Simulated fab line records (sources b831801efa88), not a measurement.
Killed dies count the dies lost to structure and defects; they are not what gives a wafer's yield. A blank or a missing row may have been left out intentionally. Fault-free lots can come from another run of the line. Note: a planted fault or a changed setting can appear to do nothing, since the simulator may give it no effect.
Comparing a struck lot with a sound one | flow sfq line | 21 out of 325 route steps
Sound: these wafers, L190.1, L190.4, L190.5. Struck: wafers L196.1, L196.2, L196.6. Last of all comes the cause.
Each step with rows lists, per side, the tool, then ch with its chambers, then its first start. Under that, the readings that differ: sound wafers | struck wafers | difference of the means | sigmas: that difference in standard deviations of wafers without a fault.
alike: same words and numbers on both sides, and readings whose means sit less than 2 such deviations apart. not compared: any withheld reading, any reading some wafer has no value for, any bound like >300 that may hide the same value, and any number with overlapping values for which the record gives no deviation.
Wherever a step has rows on one side only, a row that says differs or no value, or a row with sigmas, the two part there. Non-overlapping numbers with no deviation appear without sigmas and do not part them. A reading missing from all wafers of one side parts the sides only when that side holds two or more wafers.

first, 6 steps without rows for these wafers: SFQ_TRILAYER_L0_LITHO_COAT_010 (resist thk 62 nm); SFQ_TRILAYER_L0_LITHO_COAT_005 (resist thk 600 nm); SFQ_TRILAYER_L0_LITHO_SOFTBAKE_009; SFQ_TRILAYER_L0_LITHO_EXPOSE_006 (exposes mask L0, target cd 2000 nm); SFQ_TRILAYER_L0_LITHO_PEB_008 (peb time 60 s); SFQ_TRILAYER_L0_LITHO_DEVELOP_007 (time 60 s).
SFQ_TRILAYER_L0_BARC_OPEN_METAL_ETCH_010: etches BARC in O2, target depth 125 nm, time 41.7 s.
  sound on rie metal-04 ch 0, day 4 05:23; struck on rie metal-02 ch 0,1, day 5 18:31
  alike: bias w, drypump motor current A, oes product au
  not compared: rf hours counter h
SFQ_TRILAYER_L0_ETCH_METAL_ETCH_008: etches MoNx KI in SF6/O2, stops on SiO2, target depth 50 nm, time 25 s.
  sound on rie metal-04 ch 0, day 4 05:28; struck on rie metal-02 ch 0,1, day 5 18:34
  alike: bias w, drypump motor current A, oes product au
  not compared: rf hours counter h
SFQ_TRILAYER_L0_STRIP_STRIP_009: strips in O2.
  sound on rie metal-04 ch 0, day 4 05:31; struck on rie metal-02 ch 0,1, day 5 18:37
  alike: drypump motor current A, oes product au
  not compared: rf hours counter h
then, 3 steps without rows for these wafers: SFQ_TRILAYER_L0_STRIP_SOLV_CLEAN_010 (cleans in NMP, time 600 s); SFQ_TRILAYER_L0_CAP_PECVD_011 (deposits SiO2 from SiH4/N2O, time 13.333 s, target thk 60 nm); SFQ_TRILAYER_L0_VIA_LITHO_COAT_018 (resist thk 62 nm).
SFQ_TRILAYER_L0_VIA_LITHO_COAT_013: resist thk 650 nm.
  sound on litho track-01 ch 0, day 4 06:49; struck on litho track-01 ch 0, day 5 19:43
  reading                                                 | sound             | struck            | difference | sigmas
  model.KrF_of_TRILAYER_L0_VIA_LITHO_COAT_013.thk nm (nm) | 652.3 649.9 652.8 | 712.9 715.2 712.4 | +61.8      |
  alike: chill plate temp C, resist line temp C
then, 4 steps without rows for these wafers: SFQ_TRILAYER_L0_VIA_LITHO_SOFTBAKE_017; SFQ_TRILAYER_L0_VIA_LITHO_EXPOSE_014 (exposes mask L0V, target cd 700 nm); SFQ_TRILAYER_L0_VIA_LITHO_PEB_016 (peb time 60 s); SFQ_TRILAYER_L0_VIA_LITHO_DEVELOP_015 (time 60 s).
SFQ_L0V_OVL_MEAS_903:
  sound on overlay-02, day 5 19:43; struck on overlay-01, day 7 05:19
  alike: L0V_OVL
SFQ_TRILAYER_L0_VIA_BARC_OPEN_VIA_ETCH_021: etches BARC in O2, target depth 125 nm, time 41.7 s.
  sound on rie diel-02 ch 1,3, day 5 19:45; struck on rie diel-04 ch 1,3, day 7 05:21
  alike: bias w, drypump motor current A, oes product au
  not compared: rf hours counter h
SFQ_TRILAYER_L0_VIA_ETCH_VIA_ETCH_016: etches SiO2 in CHF3, stops on MoNx KI, target depth 80 nm.
  sound on rie diel-02 ch 1,3, day 5 19:47; struck on rie diel-04 ch 1,3, day 7 05:23
  reading                                                 | sound             | struck          | difference | sigmas
  model.KrF_of_TRILAYER_L0_VIA_LITHO_COAT_013.thk nm (nm) | 562.2 559.1 562.6 | 622.7 626 623.7 | +62.8      |
  alike: bias w, drypump motor current A, oes product au
SFQ_TRILAYER_L0_VIA_STRIP_STRIP_017: strips in O2.
  sound on rie metal-03 ch 0,1, day 5 19:50; struck on rie metal-02 ch 0,1, day 7 05:26
  alike: drypump motor current A, oes product au
  not compared: rf hours counter h

== WHERE THEY PART ==
Nowhere in this record.

WHY: the cause the simulator had injected
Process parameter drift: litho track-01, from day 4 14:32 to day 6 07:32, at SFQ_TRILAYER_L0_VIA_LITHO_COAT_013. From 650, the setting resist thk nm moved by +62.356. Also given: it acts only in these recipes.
